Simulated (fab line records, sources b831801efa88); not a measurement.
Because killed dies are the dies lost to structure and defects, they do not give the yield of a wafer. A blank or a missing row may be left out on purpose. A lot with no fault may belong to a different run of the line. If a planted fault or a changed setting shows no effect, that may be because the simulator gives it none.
Tool commonality check || flow gf180mcu || 15 lots, 45 wafers sampled

== WHAT PROMPTED THE OPENING ==
GF_M3_RS_MEAS_05, reading M3_ALCU_RS: flagged on 3 of 15 lots. Wafers without a fault read 0.0695 ohm/sq, standard deviation 0.00092.
Rule: a lot is flagged when every wafer of it that has a number lies more than 4 standard deviations from that mean, or none has a number. The other lots count as sound.

{"lot": "L592", "measured": "day 20 08:57", "on": "film metro-04", "M3_ALCU_RS (ohm/sq), wafer by wafer": "0.0697 0.0691 0.0697", "flag": ""}
{"lot": "L593", "measured": "day 20 11:27", "on": "film metro-01", "M3_ALCU_RS (ohm/sq), wafer by wafer": "0.0697 0.0692 0.0685", "flag": ""}
{"lot": "L594", "measured": "day 20 21:08", "on": "film metro-04", "M3_ALCU_RS (ohm/sq), wafer by wafer": "0.0698 0.0706 0.0694", "flag": ""}
{"lot": "L595", "measured": "day 21 16:49", "on": "film metro-01", "M3_ALCU_RS (ohm/sq), wafer by wafer": "0.0703 0.0707 0.0700", "flag": ""}
{"lot": "L596", "measured": "day 22 02:19", "on": "film metro-04", "M3_ALCU_RS (ohm/sq), wafer by wafer": "0.0690 0.0678 0.0683", "flag": ""}
{"lot": "L598", "measured": "day 22 21:08", "on": "film metro-01", "M3_ALCU_RS (ohm/sq), wafer by wafer": "0.0717 0.0700 0.0706", "flag": ""}
{"lot": "L600", "measured": "day 23 10:20", "on": "film metro-02", "M3_ALCU_RS (ohm/sq), wafer by wafer": "0.0701 0.0705 0.0708", "flag": ""}
{"lot": "L602", "measured": "day 24 05:47", "on": "film metro-04", "M3_ALCU_RS (ohm/sq), wafer by wafer": "0.0706 0.0704 0.0703", "flag": ""}
{"lot": "L606", "measured": "day 25 06:50", "on": "film metro-02", "M3_ALCU_RS (ohm/sq), wafer by wafer": "0.0688 0.0686 0.0706", "flag": ""}
{"lot": "L607", "measured": "day 25 17:50", "on": "film metro-01", "M3_ALCU_RS (ohm/sq), wafer by wafer": "7.1697 7.2327 7.1289", "flag": "FLAGGED"}
{"lot": "L608", "measured": "day 26 00:44", "on": "film metro-01", "M3_ALCU_RS (ohm/sq), wafer by wafer": "7.1693 7.1229 7.1785", "flag": "FLAGGED"}
{"lot": "L609", "measured": "day 26 02:46", "on": "film metro-01", "M3_ALCU_RS (ohm/sq), wafer by wafer": "7.1862 7.1963 7.2510", "flag": "FLAGGED"}
{"lot": "L612", "measured": "day 27 00:02", "on": "film metro-01", "M3_ALCU_RS (ohm/sq), wafer by wafer": "0.0676 0.0685 0.0692", "flag": ""}
{"lot": "L613", "measured": "day 27 07:21", "on": "film metro-04", "M3_ALCU_RS (ohm/sq), wafer by wafer": "0.0701 0.0686 0.0701", "flag": ""}
{"lot": "L614", "measured": "day 27 15:03", "on": "film metro-01", "M3_ALCU_RS (ohm/sq), wafer by wafer": "0.0694 0.0686 0.0689", "flag": ""}
Averaged over the flagged lots the numbers come to 7.1817 ohm/sq, +7.1122 ohm/sq from the usual (+99 or more standard deviations).

== EACH LOT AND THE TOOL IT RAN ON ==
Before the reading, the record contains 2 process steps out of a 602-step route. In each cell: the tool, then ch and the chambers that the sampled wafers went through, then the start.
{"lot": "L592", "flag": "", "GF_M2_STRIP_17": "plasma asher-02 ch 0,1, day 19 05:04", "GF_M3_SPUTTER_02": "pvd sputter-04, day 20 08:52"}
{"lot": "L593", "flag": "", "GF_M2_STRIP_17": "plasma asher-04 ch 0,1, day 19 08:23", "GF_M3_SPUTTER_02": "pvd sputter-01, day 20 11:22"}
{"lot": "L594", "flag": "", "GF_M2_STRIP_17": "plasma asher-03 ch 0,1, day 19 17:53", "GF_M3_SPUTTER_02": "pvd sputter-02, day 20 21:02"}
{"lot": "L595", "flag": "", "GF_M2_STRIP_17": "plasma asher-04 ch 0,1, day 20 14:35", "GF_M3_SPUTTER_02": "pvd sputter-04, day 21 16:43"}
{"lot": "L596", "flag": "", "GF_M2_STRIP_17": "plasma asher-02 ch 0, day 21 00:16", "GF_M3_SPUTTER_02": "pvd sputter-02, day 22 02:14"}
{"lot": "L598", "flag": "", "GF_M2_STRIP_17": "plasma asher-04 ch 0,1, day 21 19:11", "GF_M3_SPUTTER_02": "pvd sputter-01, day 22 21:03"}
{"lot": "L600", "flag": "", "GF_M2_STRIP_17": "plasma asher-02 ch 0,1, day 22 08:34", "GF_M3_SPUTTER_02": "pvd sputter-04, day 23 10:11"}
{"lot": "L602", "flag": "", "GF_M2_STRIP_17": "plasma asher-03 ch 1, day 23 04:26", "GF_M3_SPUTTER_02": "pvd sputter-04, day 24 05:41"}
{"lot": "L606", "flag": "", "GF_M2_STRIP_17": "plasma asher-02 ch 0,1, day 24 06:32", "GF_M3_SPUTTER_02": "pvd sputter-02, day 25 06:45"}
{"lot": "L607", "flag": "FLAGGED", "GF_M2_STRIP_17": "plasma asher-04 ch 0,1, day 24 17:46", "GF_M3_SPUTTER_02": "pvd sputter-02, day 25 17:45"}
{"lot": "L608", "flag": "FLAGGED", "GF_M2_STRIP_17": "plasma asher-02 ch 0,1, day 25 00:08", "GF_M3_SPUTTER_02": "pvd sputter-02, day 26 00:39"}
{"lot": "L609", "flag": "FLAGGED", "GF_M2_STRIP_17": "plasma asher-03 ch 0,1, day 25 02:44", "GF_M3_SPUTTER_02": "pvd sputter-02, day 26 02:41"}
{"lot": "L612", "flag": "", "GF_M2_STRIP_17": "plasma asher-04 ch 0,1, day 26 03:37", "GF_M3_SPUTTER_02": "pvd sputter-02, day 26 23:57"}
{"lot": "L613", "flag": "", "GF_M2_STRIP_17": "plasma asher-04 ch 1, day 26 09:23", "GF_M3_SPUTTER_02": "pvd sputter-02, day 27 07:16"}
{"lot": "L614", "flag": "", "GF_M2_STRIP_17": "plasma asher-02 ch 0,1, day 26 15:08", "GF_M3_SPUTTER_02": "pvd sputter-02, day 27 14:58"}
What the steps here do:
- GF_M2_STRIP_17: strips in O2/N2.
- GF_M3_SPUTTER_02: material AlCu, target thk 450 nm, time 23.9 s.
- GF_M3_RS_MEAS_05: measures by four-point-probe.

== FLAGGED OVER TOTAL, TOOL BY TOOL (the gauges that took the reading come last) ==
{"step": "GF_M2_STRIP_17", "tool": "plasma asher-02", "lots run": 6, "flagged": 1, "share of the flagged lots": "some", "sound lots run after its first flagged lot": "1 (L614)"}
{"step": "GF_M2_STRIP_17", "tool": "plasma asher-03", "lots run": 3, "flagged": 1, "share of the flagged lots": "some", "sound lots run after its first flagged lot": 0}
{"step": "GF_M2_STRIP_17", "tool": "plasma asher-04", "lots run": 6, "flagged": 1, "share of the flagged lots": "some", "sound lots run after its first flagged lot": "2 (L612,L613)"}
{"step": "GF_M3_SPUTTER_02", "tool": "pvd sputter-01", "lots run": 2, "flagged": 0, "share of the flagged lots": "none", "sound lots run after its first flagged lot": "-"}
{"step": "GF_M3_SPUTTER_02", "tool": "pvd sputter-02", "lots run": 9, "flagged": 3, "share of the flagged lots": "all", "sound lots run after its first flagged lot": "3 (L612,L613,L614)"}
{"step": "GF_M3_SPUTTER_02", "tool": "pvd sputter-04", "lots run": 4, "flagged": 0, "share of the flagged lots": "none", "sound lots run after its first flagged lot": "-"}
{"step": "GF_M3_RS_MEAS_05", "tool": "film metro-01", "lots run": 8, "flagged": 3, "share of the flagged lots": "all", "sound lots run after its first flagged lot": "2 (L612,L614)"}
{"step": "GF_M3_RS_MEAS_05", "tool": "film metro-02", "lots run": 2, "flagged": 0, "share of the flagged lots": "none", "sound lots run after its first flagged lot": "-"}
{"step": "GF_M3_RS_MEAS_05", "tool": "film metro-04", "lots run": 5, "flagged": 0, "share of the flagged lots": "none", "sound lots run after its first flagged lot": "-"}

== WHAT THE TABLE ALLOWS ==
Table rows that saw every flagged lot: 2, namely pvd sputter-02 at GF_M3_SPUTTER_02 and film metro-01 at GF_M3_RS_MEAS_05.
- pvd sputter-02 at GF_M3_SPUTTER_02: 3 of its 9 lots flagged. After the first flagged lot (L612, L613, L614), sound lots still ran on it; a lasting fault on the whole tool would not permit that. On the flagged lots its readings are blank where sound lots have values: cathode dc power W, chamber pressure pa, throttle valve pct.
- film metro-01 at GF_M3_RS_MEAS_05: 3 of its 8 lots flagged. After the first flagged lot (L612, L614), sound lots still ran on it; a lasting fault on the whole tool would not permit that.
None of the table's rows ran every flagged lot and, after the first, no sound lot.

== WHAT THE SIMULATOR PUT IN ==
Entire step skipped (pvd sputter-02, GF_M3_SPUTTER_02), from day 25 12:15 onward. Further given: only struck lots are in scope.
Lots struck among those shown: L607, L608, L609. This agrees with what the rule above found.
